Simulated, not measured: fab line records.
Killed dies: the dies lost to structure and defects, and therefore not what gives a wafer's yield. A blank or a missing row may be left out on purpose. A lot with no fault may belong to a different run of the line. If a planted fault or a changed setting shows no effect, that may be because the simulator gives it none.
Problem report in the 8D (eight disciplines) form, filled by code / flow gf180mcu / the parts of the form that need people (team, actions taken, sign-off) are left out

== 1. PROBLEM STATEMENT ==
Mean of developer temp C at GF_V1_DEVELOP_13: 18.86 C across 6 wafers in 2 lots; on wafers with no fault it is 21.00 C (standard deviation 0.1). Relative to the usual mean, that is a shift of -21 standard deviations.
The step: develop time 60 s.
Seen first at day 21 20:06 on litho track-03, wafer L519.1. Wafers with a number at this step in the record: 39, from 13 lots. Rule for "out", or "out of limits": more than 4 standard deviations from the usual mean. The other wafers with a number count as sound.

== 2. WHAT IT IS, WHAT IT ISN'T ==
question=which readings at this step | is=developer temp C | is not=chill plate temp C
question=which lots | is=L519, L520 | is not=L509, L511, L512, L516, L521, L522, L523, L529, L530, L531, L532
question=which wafers of those lots | is=all that have a number | is not=-
question=read on which tools | is=litho track-03 | is not=litho track-01, litho track-04
question=when | is=from day 21 20:06 | is not=up to then (12 sound wafers); but 21 sound wafers of L521, L522, L523, L529, L530, L531, L532 came after

== 3. WHAT RULES OUT EACH SUSPECT ==
Counting: a tool stays on the suspect list if, at a process step up to the reading, it processed all lots that are out and no sound lot following the first of them.
- rie metal-04 at GF_M1_METAL_ETCH_16 (etches the open film in Cl2/BCl3, stops on SiO2, target depth 750.8 nm, time 125.1 s): ruled out as a lasting fault. The sound lots L521, L522, L523 went through it after L519, its earliest lot that is out (day 20 18:16).
- litho track-03 at GF_V1_DEVELOP_13 (develop time 60 s): ruled out as a lasting fault. The sound lots L530, L532 went through it after L519, its earliest lot that is out (day 21 20:06).
Left after counting: nothing in the record.

== 4. THE CAUSE (what the simulator had put in) ==
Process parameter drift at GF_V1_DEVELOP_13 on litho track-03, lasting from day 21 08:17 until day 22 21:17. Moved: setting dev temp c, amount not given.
Counting ruled it out, wrongly.

== 5. SEQUENCE OF EFFECTS, ordered by route ==
Each row: a reading whose mean over the struck wafers that have a number lies more than 3 standard deviations from the usual. Scope: only readings with a usual standard deviation given in the record; hours: median across lots of the time from each lot's start at the first step in this table that gives one to its start at this step; sigmas: change in usual standard deviations.
hours=0; step=GF_V1_DEVELOP_13; reading=developer temp C; usual=21.00 C; on struck wafers=18.86; change=-2.14; sigmas=-21
Process steps it contains:
- GF_V1_DEVELOP_13: develop time 60 s.
Later measuring or inspecting steps at which every struck wafer that the step has a row for has a number for every such reading, and none has moved that far: GF_V1_RS_MEAS_24.

== 6. HOW IT WOULD HAVE BEEN CAUGHT EARLIER ==
In this record no reading fell out of limits until day 21 20:06, 12 hours after the fault had begun at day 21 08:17.
